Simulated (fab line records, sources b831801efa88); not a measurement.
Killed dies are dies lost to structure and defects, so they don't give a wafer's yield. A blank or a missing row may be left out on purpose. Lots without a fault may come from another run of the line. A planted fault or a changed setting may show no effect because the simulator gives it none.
fab line records | flow sky130
record lots=6 wafers=18 last_day=49
route steps=708 shown NWELL@65
lots that met no fault: from a run of the same line without faults
start_h: hours from the record's first day to the start of the lot's first wafer shown | wait_h: hours since the lot's step before | " the same as in the row above | L1.1+2: a row that stands for several wafers | - no value, or no start given | * or withheld: withheld | < > ~ a bound
route shown NAME@n: a module of which the file shows steps, and the number in the route of the first | usual: mean/standard deviation of fault-free wafers | same: alike in all rows | chamber/n: place in a boat | sites: the reading at each site | _std_site: their standard deviation | _edge_site: outer sites' mean less inner sites' | radius_mm: how far each site lies from the wafer's centre | mask NAME#n: copy n | behind: the tool/chamber that last shaped the wafer | hold: why the lot was held/for how many hours/how that ended | device: the transistor (n, p or np) that didn't switch | end of line: the same wafers' tests at the end of the route | a step without rows: its recipe alone | killed: dies lost to structure and defects at the first sort, not the wafer's yield | map: a wafer's dies, x killed, . not, _ none there
set.NAME: the setting as run; set.NAME@STEP: as run at that earlier step | model.NAME: the simulator's own value behind a step, which no gauge read
lots at some steps of the route; a table a step, a row a wafer
services: from which hour (start_h, from the record's first day; less than 0 if before it) a tool's chamber was out of use, for how many hours, and why
## steps
# step SKY_NWELL_IMPLANT_12
# recipe species=P energy_kev=120 dose_cm2=1.3e+12 tilt_deg=withheld
# step SKY_NWELL_IMPLANT_13
# recipe species=P energy_kev=50 dose_cm2=7e+11 tilt_deg=withheld
# step SKY_NWELL_STRIP_14
# recipe chemistry=O2/N2 power_w=1400 pressure_mtorr=1500 platen_temp_c=withheld o2_flow_sccm=3000 n2_flow_sccm=300 overash_fraction=0.5
# usual drypump_motor_current_A=5.8/0.53 oes_product_au=0.723/0.0044 strip_time_to_endpoint_s=36.93/0.13
# columns lot.wafer tool chamber start_h wait_h drypump_motor_current_A oes_product_au rf_hours_counter_h strip_time_to_endpoint_s
L199.2 plasma_asher-03 1 84.03 0.1 5.7 0.719 38 36.76
L199.3 " 0 " " 4.9 0.726 - 36.76
L199.4 " 1 " " 5.7 0.719 - 36.77
L209.2 plasma_asher-01 1 144.38 0.1 6.1 0.721 36 36.85
L209.3 " 0 " " 6.6 0.722 - 36.94
L209.5 " 1 " " 6.1 0.724 - 36.77
L210.2 plasma_asher-04 0 152.44 0.1 5.4 0.732 3 37.07
L210.4 " 1 " " 5.8 0.725 - 36.98
L210.6 " 1 " " 5.8 0.720 - 37.05
L215.4 plasma_asher-04 1 178.29 0.1 5.8 0.721 - 37.14
L215.5 " 0 " " 5.4 0.719 - 37.18
L215.6 " 1 " " 5.8 0.726 - 37.19
L217.2 plasma_asher-04 1 187.96 0.1 5.8 0.727 7 36.88
L217.5 " 1 " " 5.8 0.724 - 36.94
L217.6 " 0 " " 5.4 0.726 - 37.02
L218.2 plasma_asher-01 1 197.74 0.1 6.1 0.720 41 36.93
L218.4 " 0 " " 6.6 0.719 - 36.91
L218.5 " 0 " " 6.6 0.725 - 37.00
# step SKY_NWELL_TW_MEAS_15
# usual NWELL_TW=1832/13
# columns lot.wafer tool chamber start_h wait_h NWELL_TW
L199.2 film_metro-01 - 84.14 0.1 1817
L199.3 " - " " 1824
L199.4 " - " " 1813
L209.2 film_metro-02 - 144.49 0.1 1827
L209.3 " - " " 1829
L209.5 " - " " 1824
L210.2 film_metro-01 - 152.55 0.1 1836
L210.4 " - " " 1824
L210.6 " - " " 1829
L215.4 film_metro-01 - 178.39 0.1 1822
L215.5 " - " " 1829
L215.6 " - " " 1829
L217.2 film_metro-01 - 188.07 0.1 1829
L217.5 " - " " 1844
L217.6 " - " " 1849
L218.2 film_metro-01 - 197.85 0.1 1822
L218.4 " - " " 1837
L218.5 " - " " 1820
# step SKY_NWELL_DEHYDRATE_16
# recipe temp_c=200 time_s=60
# step SKY_NWELL_HMDS_17
# recipe prime_time_s=60 prime_temp_c=120
# step SKY_NWELL_COAT_18
# recipe spin_rpm=2000 resist_thk_nm=3000
# step SKY_NWELL_SOFTBAKE_19
# recipe temp_c=110 time_s=withheld
# step SKY_NWELL_EXPOSE_20
# recipe mask_id=NWM_COMPLEMENT na=0.6 source_shape=conventional sigma_outer=0.6 polarization=unpolarized target_cd_nm=840 dose_mj=260
# step SKY_NWELL_PEB_21
# recipe temp_c=115 time_s=withheld
# step SKY_NWELL_DEVELOP_22
# recipe wall_angle_deg=90 developer=TMAH develop_time_s=60 dev_temp_c=23
# step SKY_NWELL_OVL_MEAS_23
# usual NWELL_01_OVL=-2.5/2
# columns lot.wafer tool chamber start_h wait_h NWELL_01_OVL[nm]
L199.2 overlay-02 - 102.03 - 1.8
L199.3 " - " " -2.4
L199.4 " - " " -0.7
L209.2 overlay-01 - 163.85 - -2.3
L209.3 " - " " -3.3
L209.5 " - " " -3.3
L210.2 overlay-01 - 172.56 - -4.0
L210.4 " - " " -4.4
L210.6 " - " " -3.4
L215.4 overlay-01 - 199.82 - -1.7
L215.5 " - " " 0.1
L215.6 " - " " -0.2
L217.2 overlay-01 - 209.65 - -2.5
L217.5 " - " " 0.1
L217.6 " - " " 1.1
L218.2 overlay-02 - 219.15 - -3.6
L218.4 " - " " -5.4
L218.5 " - " " -3.8
# step SKY_NWELL_IMPLANT_24
# recipe species=B energy_kev=140 dose_cm2=9.2e+12 tilt_deg=withheld
# usual dose_ions_cm2=9.202e+12/1e+10 faraday_current_uA=51.9/0.99
# columns lot.wafer tool chamber start_h wait_h dose_ions_cm2 faraday_current_uA
L199.2 implanter-02 0 102.08 0.0 9.199e+12 53.0
L199.3 " 0 " " 9.193e+12 51.5
L199.4 " 0 " " 9.19e+12 51.8
L209.2 implanter-03 0 163.91 0.0 9.19e+12 51.7
L209.3 " 0 " " 9.197e+12 51.8
L209.5 " 0 " " 9.203e+12 51.2
L210.2 implanter-01 0 172.61 0.0 9.186e+12 51.1
L210.4 " 0 " " 9.184e+12 51.3
L210.6 " 0 " " 9.194e+12 50.4
L215.4 implanter-01 0 199.91 0.1 4.189e+12 23.6
L215.5 " 0 " " 4.188e+12 23.5
L215.6 " 0 " " 4.184e+12 23.9
L217.2 implanter-02 0 209.71 0.0 9.211e+12 52.5
L217.5 " 0 " " 9.205e+12 51.4
L217.6 " 0 " " 9.198e+12 50.8
L218.2 implanter-01 0 219.21 0.0 4.198e+12 23.5
L218.4 " 0 " " 4.199e+12 24.5
L218.5 " 0 " " 4.182e+12 23.7
# step SKY_NWELL_STRIP_25
# recipe chemistry=O2/N2 power_w=1400 pressure_mtorr=1500 platen_temp_c=withheld o2_flow_sccm=3000 n2_flow_sccm=300 overash_fraction=0.5
# usual drypump_motor_current_A=5.9/0.55 oes_product_au=0.722/0.0047 strip_time_to_endpoint_s=36.90/0.14
# columns lot.wafer tool chamber start_h wait_h drypump_motor_current_A oes_product_au rf_hours_counter_h strip_time_to_endpoint_s
L199.2 plasma_asher-01 0 102.21 0.1 6.6 0.714 31 36.56
L199.3 " 1 " " 6.1 0.722 - 36.69
L199.4 " 0 " " 6.6 0.725 - 36.70
L209.2 plasma_asher-01 1 164.03 0.1 6.1 0.723 38 36.80
L209.3 " 0 " " 6.6 0.722 - 36.84
L209.5 " 1 " " 6.1 0.718 - 36.89
L210.2 plasma_asher-04 0 172.74 0.1 5.4 0.722 5 36.75
L210.4 " 0 " " 5.4 0.721 - 36.81
L210.6 " 0 " " 5.4 0.714 - 36.76
L215.4 plasma_asher-04 1 200.02 0.1 5.8 0.722 - 37.24
L215.5 " 0 " " 5.4 0.718 - 37.10
L215.6 " 1 " " 5.8 0.726 - 37.16
L217.2 plasma_asher-03 1 209.83 0.1 5.7 0.729 51 36.76
L217.5 " 0 " " 4.9 0.722 - 36.86
L217.6 " 1 " " 5.7 0.725 - 36.76
L218.2 plasma_asher-04 1 219.33 0.1 5.8 0.720 10 36.70
L218.4 " 1 " " 5.8 0.723 - 36.70
L218.5 " 0 " " 5.4 0.718 - 36.67
# step SKY_NWELL_TW_MEAS_26
# usual NWELL_2_TW=500.3/2.5
# columns lot.wafer tool chamber start_h wait_h NWELL_2_TW
L199.2 film_metro-03 - 102.32 0.1 500.6
L199.3 " - " " 501.8
L199.4 " - " " 500.9
L209.2 film_metro-01 - 164.14 0.1 498.6
L209.3 " - " " 498.8
L209.5 " - " " 498.8
L210.2 film_metro-01 - 172.85 0.1 498.0
L210.4 " - " " 501.5
L210.6 " - " " 502.6
L215.4 film_metro-01 - 200.12 0.1 387.8
L215.5 " - " " 389.8
L215.6 " - " " 390.4
L217.2 film_metro-02 - 209.94 0.1 501.9
L217.5 " - " " 501.8
L217.6 " - " " 500.5
L218.2 film_metro-01 - 219.44 0.1 392.0
L218.4 " - " " 391.2
L218.5 " - " " 390.9
# step SKY_NWELL_CLEAN_27
# recipe chemistry=SC1/SC2 mix=1:4:20 temp_c=70 time_s=150 dry=n2_spin
## services
# columns tool chamber start_h hours kind
plasma_asher-03 - 62.54 2.9 repair
plasma_asher-04 - 108.79 9.0 pm
plasma_asher-04 0 108.79 9.0 vent_cycle
plasma_asher-04 1 108.79 9.0 vent_cycle
plasma_asher-04 0 117.79 - clean
plasma_asher-04 1 117.79 - clean
implanter-01 - 155.54 2.8 pm
implanter-01 - 167.29 1.4 repair
implanter-02 - 180.48 1.3 repair
implanter-01 - 180.88 3.0 pm
implanter-01 - 188.52 3.2 repair
plasma_asher-01 - 188.90 2.5 repair
implanter-02 - 191.77 2.1 repair
implanter-03 - 204.42 4.5 repair
## key
first_sign step=SKY_NWELL_IMPLANT_24 reading=dose_ions_cm2 direction=down sigmas=99+ usual=* struck=*
effect step=SKY_NWELL_IMPLANT_24 reading=faraday_current_uA direction=down sigmas=28 usual=51.9 struck=23.8
effect step=SKY_NWELL_TW_MEAS_26 reading=NWELL_2_TW direction=down sigmas=43 usual=500.3 struck=390.3
met_at SKY_NWELL_IMPLANT_24
struck_wafers L215.4,L215.5,L215.6,L218.2,L218.4,L218.5
tester_left_out L215,L218
onset_between 172.61 199.91
fault kind=process_parameter_drift tool=implanter-01 chamber=- onset_h=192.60 steps=SKY_NWELL_IMPLANT_24 channel=dose_cm2 offset=* shape=step end_h=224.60 acts_in=* stated=*
# tester_left_out: of these lots the tester's yield and bins aren't shown, on N5 and GAA mostly nor the transistor test; their killed dies are dies lost to structure and defects alone, not to doping, threshold or leakage, so they don't give the yield
